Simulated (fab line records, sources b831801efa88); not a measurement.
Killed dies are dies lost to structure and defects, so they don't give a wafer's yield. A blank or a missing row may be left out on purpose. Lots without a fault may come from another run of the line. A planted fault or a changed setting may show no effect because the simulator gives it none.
Which tool did it? | flow gf180mcu | 13 lots, 39 wafers sampled, at 3 steps of a route of 602

WHAT THE GAUGES READ, wafer by wafer
GF_V1_CD_MEAS_14: target cd 260 nm.
lot  | measured     | on        | cd_nm (nm)
L300 | day 18 04:28 | cd_sem-02 | 258.1 258.2 258.5
L301 | day 18 17:16 | cd_sem-02 | 259.9 259.2 259.5
L303 | day 19 15:19 | cd_sem-02 | 258.3 257.9 258.4
L304 | day 19 23:33 | cd_sem-02 | 258.4 257.9 257.6
L305 | day 20 13:34 | cd_sem-01 | 261.9 261.4 261.2
L308 | day 21 12:58 | cd_sem-02 | 262.4 260.6 260.4
L311 | day 22 16:23 | cd_sem-01 | 260.9 260.8 261.0
L316 | day 24 07:01 | cd_sem-02 | 260.0 260.1 260.5
L317 | day 24 13:37 | cd_sem-01 | 257.4 258.3 258.5
L318 | day 24 22:09 | cd_sem-01 | 260.2 258.9 258.6
L319 | day 25 01:56 | cd_sem-02 | 260.4 259.4 262.0
L322 | day 26 03:07 | cd_sem-02 | 261.1 262.1 262.4
L323 | day 26 07:16 | cd_sem-01 | 261.4 262.5 260.2

WHICH TOOL RAN EACH LOT (tool, then ch and the chambers of the sampled wafers, then the start)
lot  | GF_STI_ETCH_13                    | GF_M1_SPUTTER_04
L300 | rie_diel-01 ch 0,2,3, day 2 01:47 | pvd_sputter-01, day 16 04:28
L301 | rie_diel-04 ch 0,3, day 2 07:22   | pvd_sputter-03, day 16 16:41
L303 | rie_diel-01 ch 0,1,2, day 2 17:25 | pvd_sputter-03, day 17 14:02
L304 | rie_diel-01 ch 2,3, day 2 22:05   | pvd_sputter-04, day 17 21:16
L305 | rie_diel-03 ch 1,2, day 3 04:37   | pvd_sputter-01, day 18 11:07
L308 | rie_diel-04 ch 0,2,3, day 3 19:25 | pvd_sputter-04, day 19 10:56
L311 | rie_diel-03 ch 0,1,2, day 4 11:01 | pvd_sputter-01, day 20 15:40
L316 | rie_diel-03 ch 0,1,2, day 5 12:01 | pvd_sputter-03, day 22 07:43
L317 | rie_diel-01 ch 0,2, day 5 17:19   | pvd_sputter-01, day 22 15:04
L318 | rie_diel-03 ch 2,3, day 5 22:31   | pvd_sputter-03, day 22 23:16
L319 | rie_diel-04 ch 0,1,3, day 6 03:55 | pvd_sputter-04, day 23 04:17
L322 | rie_diel-01 ch 0,2,3, day 6 19:43 | pvd_sputter-01, day 24 06:02
L323 | rie_diel-04 ch 2,3, day 6 23:49   | pvd_sputter-01, day 24 10:49
- GF_STI_ETCH_13: etches the open film in CHF3/O2, stops on Si, target depth 282.31 nm, time 112.9 s.
- GF_M1_SPUTTER_04: material TiN, target thk 50 nm, time 41.7 s.

WHAT THE TOOLS THEMSELVES READ (means of the sampled wafers that have a number; where no wafer has one, the mark that the record gives instead)
GF_STI_ETCH_13.
lot  | tool        | O2_flow_sccm (sccm) | drypump_motor_current_A (A) | oes_product_au (a.u.) | throttle_valve_pct (%)
L300 | rie_diel-01 | 5.009               | 5.5                         | 0.834                 | 8.800
L301 | rie_diel-04 | 4.982               | 5.8                         | 0.831                 | 8.804
L303 | rie_diel-01 | 5.012               | 5.5                         | 0.823                 | 8.811
L304 | rie_diel-01 | 5.017               | 5.6                         | 0.828                 | 8.810
L305 | rie_diel-03 | 4.988               | 5.8                         | 0.837                 | 8.802
L308 | rie_diel-04 | 4.996               | 6.2                         | 0.834                 | 8.808
L311 | rie_diel-03 | 4.985               | 5.6                         | 0.834                 | 8.802
L316 | rie_diel-03 | 4.995               | 5.6                         | 0.825                 | 8.813
L317 | rie_diel-01 | 4.984               | 5.4                         | 0.830                 | 8.804
L318 | rie_diel-03 | 4.999               | 6.0                         | 0.825                 | 8.818
L319 | rie_diel-04 | 4.998               | 5.7                         | 0.834                 | 8.805
L322 | rie_diel-01 | 5.002               | 5.5                         | 0.832                 | 8.810
L323 | rie_diel-04 | 5.015               | 6.1                         | 0.830                 | 8.795

GF_M1_SPUTTER_04.
lot  | tool           | cathode_dc_power_W (W) | throttle_valve_pct (%)
L300 | pvd_sputter-01 | 6500.9                 | 31.1
L301 | pvd_sputter-03 | 6500.2                 | 29.8
L303 | pvd_sputter-03 | 6499.7                 | 30.6
L304 | pvd_sputter-04 | 6500.4                 | 29.9
L305 | pvd_sputter-01 | 6498.7                 | 31.3
L308 | pvd_sputter-04 | 6499.5                 | 29.9
L311 | pvd_sputter-01 | 6500.5                 | 31.2
L316 | pvd_sputter-03 | 6500.3                 | 29.2
L317 | pvd_sputter-01 | 6500.0                 | 31.2
L318 | pvd_sputter-03 | 6499.1                 | 30.2
L319 | pvd_sputter-04 | 6499.3                 | 30.1
L322 | pvd_sputter-01 | 6499.6                 | 31.3
L323 | pvd_sputter-01 | 6500.0                 | 30.3

THE ANSWER, worked out from the rows above alone
Rule: what is usual is taken from the lots themselves. Put in order of their means at a reading, lots are off if they are a third of the lots or fewer, leave a main group of 4 or more, and stand apart from it by a gap of 3 or more times the standard deviation of the main group's means; of several such gaps the widest counts. A main group whose means are all the same, to the digits that the tables above print for the reading, isn't used. A lot without any number at a reading at which 4 lots or more have one is off too. The other lots that the step has rows for count as sound. The gauges are gone through in route order, then the tools' own readings, and for those a lot's mean is taken as printed above. The first step at which some lot is off is used, and at that step the reading that is off furthest; a lot without a number counts as furthest.
No lot is off at any reading shown: from this, nothing can be told.

WHAT THE SIMULATOR HAD PUT IN
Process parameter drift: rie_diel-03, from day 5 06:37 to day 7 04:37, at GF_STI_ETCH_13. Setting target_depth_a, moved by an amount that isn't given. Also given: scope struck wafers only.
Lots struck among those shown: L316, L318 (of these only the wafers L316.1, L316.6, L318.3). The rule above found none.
